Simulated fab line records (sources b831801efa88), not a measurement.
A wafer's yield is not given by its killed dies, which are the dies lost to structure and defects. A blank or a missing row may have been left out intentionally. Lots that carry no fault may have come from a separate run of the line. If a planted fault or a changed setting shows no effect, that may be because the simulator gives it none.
The tool behind it: which one? | flow gf180mcu | 41 wafers from 14 lots sampled at 3 of the route's 602 steps

== WHAT EACH GAUGE READ, for each wafer ==
GF_VT_IMPLANT_TW_MEAS_32. Usual: VT_IMPLANT_3_TW 268.5, standard deviation 2.
lot  | measured     | on            | VT_IMPLANT_3_TW   | flag
L976 | day 6 21:14  | film metro-02 | 272.5 271.5 270.0 |
L977 | day 7 03:28  | film metro-01 | 266.4 265.9 267.6 |
L979 | day 7 20:56  | film metro-01 | 267.1 267.9 267.8 |
L982 | day 8 14:48  | film metro-02 | 270.5 271.8 271.3 |
L983 | day 8 19:01  | film metro-03 | 266.3 267.9 266.9 |
L984 | day 9 01:52  | film metro-01 | 268.7 269.3 267.8 |
L985 | day 9 09:06  | film metro-02 | 271.5 271.7 271.3 |
L986 | day 9 16:16  | film metro-03 | 267.2 265.3 266.8 |
L988 | day 10 11:48 | film metro-02 | 271.7 270.5       |
L994 | day 11 18:25 | film metro-03 | 266.6 266.8 265.2 |
L995 | day 12 01:34 | film metro-03 | 267.1 266.4 267.8 |
L996 | day 12 10:24 | film metro-01 | 268.2 268.1 268.4 |
L997 | day 12 19:48 | film metro-01 | 268.5 269.3 267.8 |
L998 | day 12 21:38 | film metro-01 | 267.2 267.3 268.2 |

GF_POLY_GATE_OVL_MEAS_11. Usual: POLY_GATE_OVL -3 nm, standard deviation 5.5.
lot  | measured     | on         | POLY_GATE_OVL (nm) | flag
L976 | day 9 04:42  | overlay-01 | -1 5 2             |
L977 | day 9 10:38  | overlay-01 | -15 -3 -8          |
L979 | day 10 05:29 | overlay-02 | 1 -12 -6           |
L982 | day 11 00:05 | overlay-02 | 1 -4 0             |
L983 | day 11 06:38 | overlay-02 | -2 -10 -7          |
L984 | day 11 15:02 | overlay-01 | 4 3 8              |
L985 | day 12 00:17 | overlay-01 | -12 -4 -4          |
L986 | day 12 06:26 | overlay-01 | -5 -11 -7          |
L988 | day 13 01:21 | overlay-01 | -7 5               |
L994 | day 14 12:53 | overlay-02 | 3 -7 10            |
L995 | day 14 21:08 | overlay-01 | -4 6 2             |
L996 | day 15 07:33 | overlay-02 | -2 -1 4            |
L997 | day 15 15:24 | overlay-01 | -2 1 -3            |
L998 | day 15 19:48 | overlay-01 | -5 -5 -3           |

== WHAT TOOL EACH LOT RAN ON (gives the tool, then ch and the chambers of the sampled wafers, and finally the start) ==
lot  | GF_VT_IMPLANT_RTA_45
L976 | rtp anneal-02 ch 0, day 7 13:40
L977 | rtp anneal-01 ch 0, day 7 19:56
L979 | rtp anneal-02 ch 0, day 8 13:13
L982 | rtp anneal-02 ch 0, day 9 07:35
L983 | rtp anneal-02 ch 0, day 9 12:08
L984 | rtp anneal-01 ch 0, day 9 19:39
L985 | rtp anneal-01 ch 0, day 10 02:55
L986 | rtp anneal-02 ch 0, day 10 09:44
L988 | rtp anneal-01 ch 0, day 11 05:46
L994 | rtp anneal-01 ch 0, day 12 13:57
L995 | rtp anneal-02 ch 0, day 12 21:25
L996 | rtp anneal-01 ch 0, day 13 06:52
L997 | rtp anneal-01 ch 0, day 13 15:43
L998 | rtp anneal-01 ch 0, day 13 17:49
- GF_VT_IMPLANT_RTA_45: time 30 s.

== AS READ BY THE TOOLS THEMSELVES (means over the sampled wafers that have a number; for cases with no such wafer, the mark the record gives instead) ==
GF_VT_IMPLANT_RTA_45. Usual: chamber o2 ppm 2.005, standard deviation 0.025; lamp power pct 38.9 %, standard deviation 2.3; wafer_temp_C_max 1053.9, standard deviation 0.78.
lot  | tool          | chamber o2 ppm | lamp power pct (%) | wafer_temp_C_max | flag
L976 | rtp anneal-02 | 2.023          | 36.8               | 1053.7           |
L977 | rtp anneal-01 | 2.011          | 41.4               | 1054.7           |
L979 | rtp anneal-02 | 1.998          | 36.8               | 1053.3           |
L982 | rtp anneal-02 | 2.001          | 36.8               | 1053.7           |
L983 | rtp anneal-02 | 2.016          | 36.8               | 1054.2           |
L984 | rtp anneal-01 | 2.009          | 41.5               | 1053.4           |
L985 | rtp anneal-01 | 1.976          | 41.5               | 1054.3           |
L986 | rtp anneal-02 | 1.999          | 36.8               | 1053.4           |
L988 | rtp anneal-01 | 2.018          | 41.4               | 1053.2           |
L994 | rtp anneal-01 | 1.971          | 41.5               | 1054.4           |
L995 | rtp anneal-02 | 2.029          | 36.8               | 1052.8           |
L996 | rtp anneal-01 | 2.004          | 41.5               | 1053.8           |
L997 | rtp anneal-01 | 1.983          | 41.4               | 1054.3           |
L998 | rtp anneal-01 | 1.988          | 41.4               | 1054.6           |

== THE ANSWER, worked out from the rows above alone ==
Rule: a lot is off if the mean of its wafers that have a number lies more than 3 standard deviations from the usual mean. A lot without any number at a reading at which 4 lots or more have one is off too. Where the step has rows for the other lots, those lots are counted as sound. After the gauges, taken in route order, come the tools' own readings; for these a lot's mean is taken, as printed above. At the first step where some lot is off, the reading lying furthest off is the one used; lots without a number count as furthest.
Across all readings shown, no lot is off: no conclusion can be drawn from this.

== WHAT WAS PUT IN BY THE SIMULATOR ==
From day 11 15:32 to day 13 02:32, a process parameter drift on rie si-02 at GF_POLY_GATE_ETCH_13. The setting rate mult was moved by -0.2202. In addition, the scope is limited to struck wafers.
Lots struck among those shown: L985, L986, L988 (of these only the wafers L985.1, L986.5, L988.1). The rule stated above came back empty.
